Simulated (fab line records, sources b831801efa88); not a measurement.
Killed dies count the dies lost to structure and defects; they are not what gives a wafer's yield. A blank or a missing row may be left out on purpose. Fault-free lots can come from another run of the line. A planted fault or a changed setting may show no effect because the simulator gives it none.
Which tool did it? ; flow sky130 ; 33 wafers from 11 lots sampled at 3 of the route's 708 steps

== WHAT THE GAUGES SHOWED, per wafer ==
SKY_RES_XHIGH_TW_MEAS_09.
lot;measured;on;RES_XHIGH_TW
L998;day 26 18:02;filmMetro-01;1644 1647 1649
L999;day 27 04:26;filmMetro-01;1638 1639 1633
L104;day 29 01:15;filmMetro-04;1655 1653 1646
L108;day 30 13:20;filmMetro-03;788 791 788
L109;day 30 19:32;filmMetro-04;805 822 806
L110;day 31 02:50;filmMetro-04;1649 1650 1663
L114;day 32 08:50;filmMetro-01;1655 1645 1650
L117;day 33 06:04;filmMetro-04;1641 1643 1644
L118;day 33 13:27;filmMetro-01;1630 1640 1627
L121;day 34 08:17;filmMetro-01;1644 1646 1633
L120;day 34 06:18;filmMetro-03;1630 1627 1631

== EACH LOT AND THE TOOL THAT RAN IT (in order: tool; ch and the chambers of the sampled wafers; start) ==
lot;SKY_SD_P_STRIP_10;SKY_RES_XHIGH_IMPLANT_07
L998;plasmaAsher-04 ch 0,1, day 25 12:26;implanter-03 ch 0, day 26 17:47
L999;plasmaAsher-02 ch 0,1, day 25 23:52;implanter-03 ch 0, day 27 04:11
L104;plasmaAsher-02 ch 0,1, day 27 20:47;implanter-03 ch 0, day 29 01:01
L108;plasmaAsher-01 ch 0,1, day 29 08:37;implanter-03 ch 0, day 30 13:05
L109;plasmaAsher-02 ch 0,1, day 29 14:50;implanter-03 ch 0, day 30 19:17
L110;plasmaAsher-02 ch 0,1, day 29 23:20;implanter-02 ch 0, day 31 02:35
L114;plasmaAsher-04 ch 0,1, day 31 05:40;implanter-02 ch 0, day 32 08:36
L117;plasmaAsher-02 ch 0,1, day 32 02:53;implanter-02 ch 0, day 33 05:52
L118;plasmaAsher-01 ch 0,1, day 32 10:25;implanter-02 ch 0, day 33 13:14
L121;plasmaAsher-01 ch 0,1, day 33 05:11;implanter-03 ch 0, day 34 08:02
L120;plasmaAsher-01 ch 0, day 33 03:53;implanter-02 ch 0, day 34 06:04
- SKY_SD_P_STRIP_10: strips in O2/N2.
- SKY_RES_XHIGH_IMPLANT_07

== THE ANSWER, worked out from the rows above alone ==
Rule: usual is defined by the lots themselves. The widest of any qualifying gaps counts: lots, ordered by their means at a reading, are off when they make up no more than a third of the lots, leave a main group of 4 or more, and stand apart from it by 3 or more times the standard deviation of that group's means. A main group is skipped when, at the precision printed for the reading in the tables above, its means are all equal. A lot without any number at a reading at which 4 lots or more have one is off too. Where the step has rows for the other lots, those lots are counted as sound.
Off: L108, L109, at SKY_RES_XHIGH_TW_MEAS_09 (RES_XHIGH_TW). The main group has a mean of 1643 with a standard deviation of 8.1.
A tool fits if, at a process step before that reading, it ran every lot that is off, and no sound lot after the first of them. Those tools and the gauges at SKY_RES_XHIGH_TW_MEAS_09 are tried in the same way. No candidate that was tried fits.

== WHAT WAS PUT IN BY THE SIMULATOR ==
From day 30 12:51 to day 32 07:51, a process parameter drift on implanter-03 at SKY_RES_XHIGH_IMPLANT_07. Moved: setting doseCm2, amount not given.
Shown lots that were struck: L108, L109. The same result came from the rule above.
